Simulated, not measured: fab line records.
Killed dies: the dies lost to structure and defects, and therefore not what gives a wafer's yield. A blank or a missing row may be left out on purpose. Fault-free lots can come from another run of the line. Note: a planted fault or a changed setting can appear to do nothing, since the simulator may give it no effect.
Lot-split experiment -- flow gf180mcu -- 23 wafers read across 5 lots, on a route 602 steps long

== THE SPLIT ==
At GF_HV_LDD_DEVELOP_18 (develop time 60 s), the setting dev-temp-c was moved away from the recipe's 23 C on 5 of the 23 wafers read, by -13.8% to +9.3%. This setting was run at the recipe's value on the other wafers.

No step appears in the file between the split and the reading.

== THE READING ==
cd-nm, in nm, at GF_HV_LDD_CD_MEAS_19 (target cd 400 nm). Fault-free wafers of this fab line usually give 401.9 nm, standard deviation 1.9 nm.

wafer,"tool, chamber at the split","dev-temp-c as run, C",against the recipe,"cd-nm, nm",against lot-mates on the recipe
L074.1,"litho-track-03, 0",23,recipe,402.7,-
L074.2,"litho-track-03, 0",23,recipe,401.5,-
L074.3,"litho-track-03, 0",23,recipe,402.0,-
L074.4,"litho-track-03, 0",23,recipe,405.3,-
L074.5,"litho-track-03, 0",23,recipe,402.8,-
L078.1,"litho-track-01, 0",23,recipe,398.5,-
L078.3,"litho-track-01, 0",19.83,-13.8%,408.8,+9.4
L078.4,"litho-track-01, 0",19.83,-13.8%,411.2,+11.8
L078.5,"litho-track-01, 0",23,recipe,401.2,-
L078.6,"litho-track-01, 0",23,recipe,398.6,-
L082.1,"litho-track-01, 0",23,recipe,404.3,-
L082.3,"litho-track-01, 0",23,recipe,403.9,-
L082.4,"litho-track-01, 0",25.15,+9.3%,395.5,-8.6
L082.5,"litho-track-01, 0",25.15,+9.3%,396.8,-7.3
L082.6,"litho-track-01, 0",25.15,+9.3%,397.5,-6.6
L084.1,"litho-track-04, 0",23,recipe,401.8,-
L084.3,"litho-track-04, 0",23,recipe,402.1,-
L084.4,"litho-track-04, 0",23,recipe,403.2,-
L084.5,"litho-track-04, 0",23,recipe,401.5,-
L084.6,"litho-track-04, 0",23,recipe,403.8,-
L085.3,"litho-track-01, 0",23,recipe,403.6,-
L085.5,"litho-track-01, 0",23,recipe,401.9,-
L085.6,"litho-track-01, 0",23,recipe,401.8,-

FIT RESULTS
A straight line over all 23 wafers: cd-nm changes by -0.579 nm for each +1% of dev-temp-c; r = -0.89; the points scatter about the line by 1.7 nm.
The same after taking each lot's own level away (the mean of its wafers on the recipe; 23 wafers): -0.781 nm for each +1%; r = -0.97; scatter 1.1 nm.
On that fit, the largest move of dev-temp-c shifts the reading by 11 nm.
The span of the lots' own levels, 399.43 to 404.10 nm, comes to 2.5 times the standard deviation stated above.
Thus the slope moves with the lot-to-lot level: the two fits are different.
Check: +11.4 nm against its lot-mates is what the line predicts for one of the wafers moved furthest among these (-13.8%) when that wafer is left out of the fit. It came out at +9.37 nm against them.

== THE OTHER SPLITS THESE WAFERS WENT THROUGH ==
Note: prior to the reading, these wafers also went through further splits. Each is held against what the fit with the lots' levels taken away leaves over:
other split on the same wafers,wafers away from the commonest value,r with cd-nm (lot level and that fit taken away)
GF_VT_IMPLANT_IMPLANT_41 dose-cm2,5,-0.12
GF_DUAL_GATE_COAT_06 resist-thk-nm,9,-0.08
GF_POLY_GATE_COAT_05 resist-thk-nm,7,+0.09
GF_HV_LDD_IMPLANT_09 energy-kev,7,-0.16

== THE FILE'S OWN FIT ==
cd-nm changes by -0.777 nm for each +1% of dev-temp-c, r = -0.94.
